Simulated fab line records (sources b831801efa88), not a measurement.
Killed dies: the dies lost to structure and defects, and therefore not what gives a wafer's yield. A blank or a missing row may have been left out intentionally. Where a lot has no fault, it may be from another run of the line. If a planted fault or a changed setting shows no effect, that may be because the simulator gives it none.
fab line records + flow sky130 + part 2 of 2: steps 33 to 44 of 44
record
- lots=5
- wafers=15
- last_day=48
route steps=708 shown RES_XHIGH@333 SD_N@342 SD_P@359 SALICIDE@361 LI_CONTACT@362
lots that met no fault: taken from a fault-free run of the same line
start_h: hours from the record's first day to the start of the lot's first wafer shown + wait_h: time in hours since the lot's previous step + " same as the row above + L1.1+2: a row that stands for several wafers + - no value, or no start given + * or withheld: withheld + < > ~ a bound
route shown NAME@n: names a module that has steps shown in the file, with the first one's number in the route + usual: mean and standard deviation over wafers with no fault + same: alike in all rows + chamber/n: place in a boat + sites: the reading at each site + _std_site: standard deviation of those values + _edge_site: outer sites' mean less inner sites' + radius_mm: how far each site lies from the wafer's centre + mask NAME#n: copy n + behind: tool/chamber where the wafer was last shaped + hold: the reason the lot was held/the length of the hold in hours/how it ended + device: transistor that didn't switch, given as n, p or np + end of line: tests run on the same wafers once the route is complete + for a step that has no rows: nothing shown but its recipe + killed: at the first sort, the dies lost to defects and structure; wafer yield is something else + map: the dies of a wafer, with x for killed, . for not killed, _ for no die there
set.NAME: the setting as run; set.NAME@STEP: as run at that earlier step + model.NAME: the simulator's own value behind a step, which no gauge read
lots at selected steps of the route; one table per step, one row per wafer
services: from which hour (start_h, from the record's first day; less than 0 if before it) a tool's chamber was out of use, for how many hours, and why
## steps
# step SKY_LI_CONTACT_DEHYDRATE_04
# recipe
- temp_c=200
- time_s=60
| lot.wafer  | tool           | chamber | start_h | wait_h |
|------------|----------------|---------|---------|--------|
| L080.2+5+6 | litho_track-03 | 0       | 725.89  | 13.5   |
| L087.1+3+6 | litho_track-04 | 0       | 763.21  | 11.5   |
| L089.2+4+6 | litho_track-03 | 0       | 766.24  | 11.5   |
| L090.1+2+5 | litho_track-03 | 0       | 772.22  | 13.0   |
| L091.2+3+4 | litho_track-03 | 0       | 774.24  | 13.2   |
# step SKY_LI_CONTACT_HMDS_05
# recipe
- prime_time_s=60
- prime_temp_c=120
| lot.wafer  | tool           | chamber | start_h | wait_h |
|------------|----------------|---------|---------|--------|
| L080.2+5+6 | litho_track-03 | 0       | 726.04  | 0.1    |
| L087.1+3+6 | litho_track-04 | 0       | 763.36  | 0.1    |
| L089.2+4+6 | litho_track-03 | 0       | 766.39  | 0.1    |
| L090.1+2+5 | litho_track-03 | 0       | 772.37  | 0.1    |
| L091.2+3+4 | litho_track-03 | 0       | 774.39  | 0.1    |
# step SKY_LI_CONTACT_COAT_06
# recipe
- resist=BARC
- temp_c=withheld
- time_s=withheld
- spin_rpm=3000
- resist_thk_nm=60
# usual
- spin_speed_rpm=3000.3/1.7
| lot.wafer | tool           | chamber | start_h | wait_h | spin_speed_rpm |
|-----------|----------------|---------|---------|--------|----------------|
| L080.2    | litho_track-03 | 0       | 726.19  | 0.1    | 2999.9         |
| L080.5    | "              | 0       | "       | "      | 2999.4         |
| L080.6    | "              | 0       | "       | "      | 3001.0         |
| L087.1    | litho_track-04 | 0       | 763.51  | 0.1    | 3000.9         |
| L087.3    | "              | 0       | "       | "      | 2999.3         |
| L087.6    | "              | 0       | "       | "      | 3001.2         |
| L089.2    | litho_track-03 | 0       | 766.54  | 0.1    | 3003.3         |
| L089.4    | "              | 0       | "       | "      | 2999.3         |
| L089.6    | "              | 0       | "       | "      | 3001.3         |
| L090.1    | litho_track-03 | 0       | 772.52  | 0.1    | 2998.3         |
| L090.2    | "              | 0       | "       | "      | 2999.1         |
| L090.5    | "              | 0       | "       | "      | 3000.9         |
| L091.2    | litho_track-03 | 0       | 774.54  | 0.1    | 3002.8         |
| L091.3    | "              | 0       | "       | "      | 3000.8         |
| L091.4    | "              | 0       | "       | "      | 3000.6         |
# step SKY_LI_CONTACT_COAT_07
# recipe
- resist=KrF-thick
- spin_rpm=3000
- resist_thk_nm=450
# usual
- spin_speed_rpm=2999.7/1.9
| lot.wafer | tool           | chamber | start_h | wait_h | spin_speed_rpm |
|-----------|----------------|---------|---------|--------|----------------|
| L080.2    | litho_track-03 | 0       | -       | -      | 2997.6         |
| L080.5    | "              | 0       | "       | "      | 3000.9         |
| L080.6    | "              | 0       | "       | "      | 2996.4         |
| L087.1    | litho_track-04 | 0       | -       | -      | 3001.0         |
| L087.3    | "              | 0       | "       | "      | 3001.5         |
| L087.6    | "              | 0       | "       | "      | 3000.5         |
| L089.2    | litho_track-03 | 0       | -       | -      | 3002.2         |
| L089.4    | "              | 0       | "       | "      | 3000.7         |
| L089.6    | "              | 0       | "       | "      | 3001.2         |
| L090.1    | litho_track-03 | 0       | -       | -      | 2999.9         |
| L090.2    | "              | 0       | "       | "      | 3000.8         |
| L090.5    | "              | 0       | "       | "      | 3001.2         |
| L091.2    | litho_track-03 | 0       | -       | -      | 2998.8         |
| L091.3    | "              | 0       | "       | "      | 2998.6         |
| L091.4    | "              | 0       | "       | "      | 2996.7         |
# step SKY_LI_CONTACT_SOFTBAKE_08
# recipe
- temp_c=100
- time_s=90
- resist=KrF-thick
| lot.wafer  | tool           | chamber | start_h | wait_h |
|------------|----------------|---------|---------|--------|
| L080.2+5+6 | litho_track-03 | 0       | -       | -      |
| L087.1+3+6 | litho_track-04 | 0       | -       | -      |
| L089.2+4+6 | litho_track-03 | 0       | -       | -      |
| L090.1+2+5 | litho_track-03 | 0       | -       | -      |
| L091.2+3+4 | litho_track-03 | 0       | -       | -      |
# step SKY_LI_CONTACT_EXPOSE_09
# recipe
- mask_id=LICM1
- na=0.8
- source_shape=annular
- sigma_inner=0.55
- sigma_outer=0.85
- target_cd_nm=170
- dose_mj=38
| lot.wafer  | tool           | chamber | start_h | wait_h | mask    |
|------------|----------------|---------|---------|--------|---------|
| L080.2+5+6 | krf_scanner-02 | 0       | -       | -      | LICM1#0 |
| L087.1+3+6 | krf_scanner-02 | 0       | -       | -      | LICM1#0 |
| L089.2+4+6 | krf_scanner-01 | 0       | -       | -      | LICM1#0 |
| L090.1+2+5 | krf_scanner-01 | 0       | -       | -      | LICM1#0 |
| L091.2+3+4 | krf_scanner-01 | 0       | -       | -      | LICM1#0 |
# step SKY_LI_CONTACT_PEB_10
# recipe
- peb_temp_c=withheld
- peb_time_s=withheld
- resist=KrF-thick
| lot.wafer  | tool           | chamber | start_h | wait_h |
|------------|----------------|---------|---------|--------|
| L080.2+5+6 | litho_track-04 | 0       | -       | -      |
| L087.1+3+6 | litho_track-03 | 0       | -       | -      |
| L089.2+4+6 | litho_track-03 | 0       | -       | -      |
| L090.1+2+5 | litho_track-04 | 0       | -       | -      |
| L091.2+3+4 | litho_track-01 | 0       | -       | -      |
# step SKY_LI_CONTACT_DEVELOP_11
# recipe
- develop_time_s=60
- resist=KrF-thick
- dev_temp_c=21
| lot.wafer  | tool           | chamber | start_h | wait_h |
|------------|----------------|---------|---------|--------|
| L080.2+5+6 | litho_track-04 | 0       | -       | -      |
| L087.1+3+6 | litho_track-03 | 0       | -       | -      |
| L089.2+4+6 | litho_track-03 | 0       | -       | -      |
| L090.1+2+5 | litho_track-04 | 0       | -       | -      |
| L091.2+3+4 | litho_track-01 | 0       | -       | -      |
# step SKY_LI_CONTACT_CD_MEAS_12
# recipe
- target_cd_nm=170
# usual
- cd_nm=169.9/1.3
| lot.wafer | tool      | chamber | start_h | wait_h | cd_nm |
|-----------|-----------|---------|---------|--------|-------|
| L080.2    | cd_sem-02 | -       | 739.43  | -      | 168.7 |
| L080.5    | "         | -       | "       | "      | 168.8 |
| L080.6    | "         | -       | "       | "      | 169.5 |
| L087.1    | cd_sem-02 | -       | 778.42  | -      | 168.7 |
| L087.3    | "         | -       | "       | "      | 168.2 |
| L087.6    | "         | -       | "       | "      | 168.0 |
| L089.2    | cd_sem-02 | -       | 780.54  | -      | 171.3 |
| L089.4    | "         | -       | "       | "      | 170.7 |
| L089.6    | "         | -       | "       | "      | 168.9 |
| L090.1    | cd_sem-02 | -       | 785.96  | -      | 169.4 |
| L090.2    | "         | -       | "       | "      | 170.0 |
| L090.5    | "         | -       | "       | "      | 170.0 |
| L091.2    | cd_sem-02 | -       | 787.42  | -      | 171.9 |
| L091.3    | "         | -       | "       | "      | 172.3 |
| L091.4    | "         | -       | "       | "      | 171.3 |
# step SKY_LI_CONTACT_OVL_MEAS_13
# usual
- LI_CONTACT_OVL=-4/5.4
| lot.wafer | tool       | chamber | start_h | wait_h | LI_CONTACT_OVL[nm] |
|-----------|------------|---------|---------|--------|--------------------|
| L080.2    | overlay-02 | -       | 739.54  | 0.1    | -11                |
| L080.5    | "          | -       | "       | "      | 2                  |
| L080.6    | "          | -       | "       | "      | -10                |
| L087.1    | overlay-02 | -       | 778.54  | 0.1    | -4                 |
| L087.3    | "          | -       | "       | "      | 2                  |
| L087.6    | "          | -       | "       | "      | -12                |
| L089.2    | overlay-02 | -       | 780.65  | 0.1    | -6                 |
| L089.4    | "          | -       | "       | "      | -5                 |
| L089.6    | "          | -       | "       | "      | -9                 |
| L090.1    | overlay-01 | -       | 786.08  | 0.1    | 0                  |
| L090.2    | "          | -       | "       | "      | -1                 |
| L090.5    | "          | -       | "       | "      | 1                  |
| L091.2    | overlay-02 | -       | 787.53  | 0.1    | 2                  |
| L091.3    | "          | -       | "       | "      | -1                 |
| L091.4    | "          | -       | "       | "      | 2                  |
# step SKY_LI_CONTACT_ETCH_14
# recipe
- chemistry=N2/H2
- target=BARC
- ion_energy_ev=200
- source_w=500
- bias_w=100
- pressure_mtorr=30
- n2_flow_sccm=100
- h2_flow_sccm=200
- stop_on=SiO2
- time_s=45.9
- target_depth_a=600
# usual
- drypump_motor_current_A=5.7/0.47
- oes_product_au=0.855/0.0052
- throttle_valve_pct=13.224/0.01
| lot.wafer | tool        | chamber | start_h | wait_h | drypump_motor_current_A | oes_product_au | rf_hours_counter_h | throttle_valve_pct |
|-----------|-------------|---------|---------|--------|-------------------------|----------------|--------------------|--------------------|
| L080.2    | rie_diel-01 | 2       | 739.57  | 0.0    | 5.9                     | 0.852          | 7                  | 13.217             |
| L080.5    | "           | 2       | "       | "      | 5.9                     | 0.845          | -                  | 13.212             |
| L080.6    | "           | 3       | "       | "      | 5.1                     | 0.855          | -                  | 13.218             |
| L087.1    | rie_diel-01 | 2       | 778.58  | 0.0    | 5.9                     | 0.863          | 8                  | 13.220             |
| L087.3    | "           | 0       | "       | "      | 6.6                     | 0.852          | 35                 | 13.230             |
| L087.6    | "           | 2       | "       | "      | 5.9                     | 0.851          | -                  | 13.227             |
| L089.2    | rie_diel-01 | 0       | 780.68  | 0.0    | 6.6                     | 0.858          | 35                 | 13.218             |
| L089.4    | "           | 2       | "       | "      | 5.9                     | 0.859          | 8                  | 13.224             |
| L089.6    | "           | 1       | "       | "      | 6.0                     | 0.854          | -                  | 13.230             |
| L090.1    | rie_diel-02 | 2       | 786.12  | 0.0    | 5.8                     | 0.848          | 6                  | 13.227             |
| L090.2    | "           | 3       | "       | "      | 5.2                     | 0.857          | 26                 | 13.228             |
| L090.5    | "           | 3       | "       | "      | 5.2                     | 0.855          | -                  | 13.240             |
| L091.2    | rie_diel-02 | 3       | 787.56  | 0.0    | 5.1                     | 0.861          | 26                 | 13.224             |
| L091.3    | "           | 0       | "       | "      | 5.1                     | 0.853          | 13                 | 13.221             |
| L091.4    | "           | 1       | "       | "      | 5.3                     | 0.863          | 5                  | 13.217             |
# step SKY_LI_CONTACT_ETCH_15
# recipe
- target=PSG
- chemistry=C4F8/O2/Ar
- stop_on=Si
- taper_deg=4.15
- mask_material=KrF-thick
- source_w=1500
- bias_w=1200
- pressure_mtorr=40
- c4f8_flow_sccm=withheld
- O2_flow_sccm=6
- Ar_flow_sccm=300
- time_s=withheld
- target_depth_a=6000
# usual
- oes_product_au=0.838/0.0047
| lot.wafer | tool        | chamber | start_h | wait_h | oes_product_au |
|-----------|-------------|---------|---------|--------|----------------|
| L080.2    | rie_diel-01 | 2       | 739.61  | 0.0    | 0.836          |
| L080.5    | "           | 2       | "       | "      | 0.831          |
| L080.6    | "           | 3       | "       | "      | 0.838          |
| L087.1    | rie_diel-01 | 2       | 778.62  | 0.0    | 0.838          |
| L087.3    | "           | 0       | "       | "      | 0.844          |
| L087.6    | "           | 2       | "       | "      | 0.837          |
| L089.2    | rie_diel-01 | 0       | 780.72  | 0.0    | 0.841          |
| L089.4    | "           | 2       | "       | "      | 0.838          |
| L089.6    | "           | 1       | "       | "      | 0.834          |
| L090.1    | rie_diel-02 | 2       | 786.16  | 0.0    | 0.837          |
| L090.2    | "           | 3       | "       | "      | 0.839          |
| L090.5    | "           | 3       | "       | "      | 0.834          |
| L091.2    | rie_diel-02 | 3       | 787.60  | 0.0    | 0.841          |
| L091.3    | "           | 0       | "       | "      | 0.841          |
| L091.4    | "           | 1       | "       | "      | 0.839          |
## services
| tool             | chamber | start_h | hours | kind   |
|------------------|---------|---------|-------|--------|
| iline_stepper-01 | -       | 649.53  | 1.7   | pm     |
| cmp-02           | -       | 650.77  | 0.5   | repair |
| krf_scanner-01   | -       | 664.20  | 3.6   | pm     |
| krf_scanner-01   | -       | 667.75  | 1.0   | pm     |
| plasma_asher-01  | -       | 668.11  | 0.7   | repair |
| iline_stepper-02 | -       | 668.16  | 6.8   | repair |
| plasma_asher-01  | -       | 680.71  | 4.0   | repair |
| implanter-01     | -       | 681.42  | 13.0  | repair |
| hdpcvd-01        | 1       | 683.88  | 7.2   | repair |
| implanter-04     | -       | 684.82  | 1.0   | repair |
| rie_diel-01      | 3       | 689.05  | 5.8   | repair |
| implanter-03     | -       | 693.84  | 2.0   | repair |
| krf_scanner-01   | -       | 694.81  | 1.3   | pm     |
| krf_scanner-01   | -       | 696.11  | 0.8   | pm     |
| hdpcvd-01        | 2       | 697.41  | 2.9   | repair |
| rie_diel-01      | 3       | 708.01  | 8.9   | repair |
| cmp-02           | -       | 709.12  | 4.5   | pm     |
| implanter-04     | -       | 710.69  | 6.4   | repair |
| iline_stepper-02 | -       | 718.01  | 1.7   | pm     |
| implanter-04     | -       | 718.71  | 2.3   | repair |
| rie_diel-02      | 3       | 727.79  | 2.2   | repair |
| implanter-01     | -       | 769.40  | 7.7   | pm     |
| iline_stepper-02 | -       | 781.60  | 2.8   | repair |
| rie_diel-01      | 0       | 786.01  | 7.8   | repair |
